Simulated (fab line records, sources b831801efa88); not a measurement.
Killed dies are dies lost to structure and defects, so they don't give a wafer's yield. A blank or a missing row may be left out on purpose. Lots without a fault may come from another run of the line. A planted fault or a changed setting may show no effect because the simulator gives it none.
Which tool did it? | flow gf180mcu | 12 lots, 35 wafers sampled, at 4 steps of a route of 602

WHAT THE GAUGES READ, wafer by wafer
GF_HV_LDD_CD_MEAS_31: target cd 400 nm. Usual: cd_nm 399.8 nm, standard deviation 2.6.
lot  | measured     | on        | cd_nm (nm)        | flag
L813 | day 12 02:40 | cd_sem-01 | 400.6 399.2 400.3 |
L814 | day 12 15:47 | cd_sem-02 | 399.8 398.1 399.8 |
L816 | day 13 01:20 | cd_sem-02 | 402.9 400.0 404.8 |
L818 | day 13 21:59 | cd_sem-02 | 394.3 394.2 393.9 |
L819 | day 14 04:59 | cd_sem-01 | 401.7 398.9 398.4 |
L823 | day 15 10:41 | cd_sem-02 | 400.0 398.3 400.0 |
L824 | day 15 18:55 | cd_sem-01 | 399.0 401.2 400.4 |
L825 | day 15 23:59 | cd_sem-01 | 402.8 402.3       |
L826 | day 16 04:05 | cd_sem-01 | 412.0 410.1 412.4 | OFF
L827 | day 16 15:40 | cd_sem-02 | 411.1 409.3 407.7 | OFF
L828 | day 16 21:54 | cd_sem-01 | 415.9 416.4 417.1 | OFF
L835 | day 19 18:13 | cd_sem-01 | 397.8 396.6 398.2 |

GF_HV_LDD_OVL_MEAS_32. Usual: HV_LDD_02_OVL -0.3 nm, standard deviation 1.5.
lot  | measured     | on         | HV_LDD_02_OVL (nm) | flag
L813 | day 12 02:47 | overlay-02 | 2.6 2.8 5.3        |
L814 | day 12 15:55 | overlay-02 | -1.0 -1.7 -2.6     |
L816 | day 13 01:26 | overlay-01 | 0.2 -1.3 -1.6      |
L818 | day 13 22:05 | overlay-02 | -1.1 0.5 0.6       |
L819 | day 14 05:07 | overlay-01 | -1.1 -0.1 -1.7     |
L823 | day 15 10:49 | overlay-02 | -2.7 -1.6 -1.7     |
L824 | day 15 19:02 | overlay-02 | 0.7 0.1 0.2        |
L825 | day 16 00:05 | overlay-01 | 1.8 -0.5           |
L826 | day 16 04:10 | overlay-02 | 1.1 1.2 1.6        |
L827 | day 16 15:47 | overlay-02 | 1.4 0.4 0.7        |
L828 | day 16 22:01 | overlay-02 | 0.9 0.1 0.3        |
L835 | day 19 18:19 | overlay-01 | -1.1 -2.4 -2.0     |

WHICH TOOL RAN EACH LOT (tool, then ch and the chambers of the sampled wafers, then the start)
lot  | GF_DUAL_GATE_STRIP_13                | GF_HV_LDD_COAT_26
L813 | plasma_asher-02 ch 0,1, day 8 17:53  | litho_track-03 ch 0, day 11 16:56
L814 | plasma_asher-02 ch 0,1, day 9 07:22  | litho_track-03 ch 0, day 12 06:02
L816 | plasma_asher-01 ch 0,1, day 9 15:06  | litho_track-01 ch 0, day 12 15:34
L818 | plasma_asher-01 ch 0,1, day 10 08:46 | litho_track-01 ch 0, day 13 11:32
L819 | plasma_asher-04 ch 0,1, day 10 15:39 | litho_track-02 ch 0, day 13 18:36
L823 | plasma_asher-02 ch 0,1, day 11 18:15 | litho_track-01 ch 0, day 14 23:19
L824 | plasma_asher-02 ch 0,1, day 12 00:52 | litho_track-02 ch 0, day 15 07:00
L825 | plasma_asher-04 ch 1, day 12 06:51   | litho_track-02 ch 0, day 15 13:00
L826 | plasma_asher-02 ch 0,1, day 12 10:21 | litho_track-02 ch 0, day 15 17:09
L827 | plasma_asher-04 ch 0,1, day 12 19:13 | litho_track-02 ch 0, day 16 03:56
L828 | plasma_asher-01 ch 0,1, day 13 01:09 | litho_track-02 ch 0, day 16 10:30
L835 | plasma_asher-04 ch 0,1, day 15 13:06 | litho_track-01 ch 0, day 19 05:50
- GF_DUAL_GATE_STRIP_13: strips in O2/N2.
- GF_HV_LDD_COAT_26: resist thk 1000 nm.

WHAT THE TOOLS THEMSELVES READ (means of the sampled wafers that have a number; where no wafer has one, the mark that the record gives instead)
GF_DUAL_GATE_STRIP_13. Usual: drypump_motor_current_A 5.6 A, standard deviation 0.54; heater_power_w 366 W, standard deviation 26; oes_product_au 0.715 a.u., standard deviation 0.0048; strip_time_to_endpoint_s 12.64 s, standard deviation 0.04.
lot  | tool            | drypump_motor_current_A (A) | heater_power_w (W) | oes_product_au (a.u.) | strip_time_to_endpoint_s (s) | flag
L813 | plasma_asher-02 | 6.3                         | 359                | 0.715                 | 12.64                        |
L814 | plasma_asher-02 | 6.3                         | 353                | 0.714                 | 12.65                        |
L816 | plasma_asher-01 | 5.3                         | 384                | 0.714                 | 12.66                        |
L818 | plasma_asher-01 | 5.3                         | 378                | 0.723                 | 12.66                        |
L819 | plasma_asher-04 | 5.3                         | 349                | 0.712                 | 12.58                        |
L823 | plasma_asher-02 | 6.3                         | 349                | 0.715                 | 12.65                        |
L824 | plasma_asher-02 | 6.3                         | 380                | 0.718                 | 12.61                        |
L825 | plasma_asher-04 | 5.6                         | 341                | 0.712                 | 12.63                        |
L826 | plasma_asher-02 | 6.4                         | 378                | 0.712                 | 12.63                        |
L827 | plasma_asher-04 | 5.3                         | 357                | 0.715                 | 12.65                        |
L828 | plasma_asher-01 | 5.3                         | 378                | 0.716                 | 12.64                        |
L835 | plasma_asher-04 | 5.4                         | 348                | 0.715                 | 12.56                        |

GF_HV_LDD_COAT_26. Usual: chill_plate_temp_C 22.96 C, standard deviation 0.12; resist_line_temp_C 23.01 C, standard deviation 0.11; spin_speed_rpm 3000.0 rpm, standard deviation 1.9.
lot  | tool           | chill_plate_temp_C (C) | resist_line_temp_C (C) | spin_speed_rpm (rpm) | flag
L813 | litho_track-03 | 23.20                  | 23.09                  | 2998.9               |
L814 | litho_track-03 | 22.89                  | 22.98                  | 2999.5               |
L816 | litho_track-01 | 22.88                  | 23.05                  | 2999.6               |
L818 | litho_track-01 | 22.98                  | 22.93                  | 2999.0               |
L819 | litho_track-02 | 22.85                  | 22.93                  | 2997.8               |
L823 | litho_track-01 | 22.91                  | 22.90                  | 3001.2               |
L824 | litho_track-02 | 22.99                  | 22.90                  | 3000.2               |
L825 | litho_track-02 | 22.92                  | 22.93                  | 2999.6               |
L826 | litho_track-02 | 23.00                  | 22.91                  | 3000.0               |
L827 | litho_track-02 | 22.87                  | 23.02                  | 2999.7               |
L828 | litho_track-02 | 23.06                  | 23.04                  | 2998.5               |
L835 | litho_track-01 | 23.12                  | 22.96                  | 2999.4               |

THE ANSWER, worked out from the rows above alone
Rule: a lot is off if the mean of its wafers that have a number lies more than 3 standard deviations from the usual mean. A lot without any number at a reading at which 4 lots or more have one is off too. The other lots that the step has rows for count as sound. The gauges are gone through in route order, then the tools' own readings, and for those a lot's mean is taken as printed above. The first step at which some lot is off is used, and at that step the reading that is off furthest; a lot without a number counts as furthest.
Off: L826, L827, L828, at GF_HV_LDD_CD_MEAS_31 (cd_nm).
A tool fits if, at a process step before that reading, it ran every lot that is off, and no sound lot after the first of them. The gauges at GF_HV_LDD_CD_MEAS_31 are tried like those tools. One fits: litho_track-02 at GF_HV_LDD_COAT_26. Its last sound lot is L825 (day 15 13:00), its first lot that is off L826 (day 15 17:09): a fault that began between those two fits.

WHAT THE SIMULATOR HAD PUT IN
Process parameter drift: litho_track-02, from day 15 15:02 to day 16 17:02, at GF_HV_LDD_COAT_26. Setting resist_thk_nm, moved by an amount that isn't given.
Lots struck among those shown: L826, L827, L828. The rule above found the same.
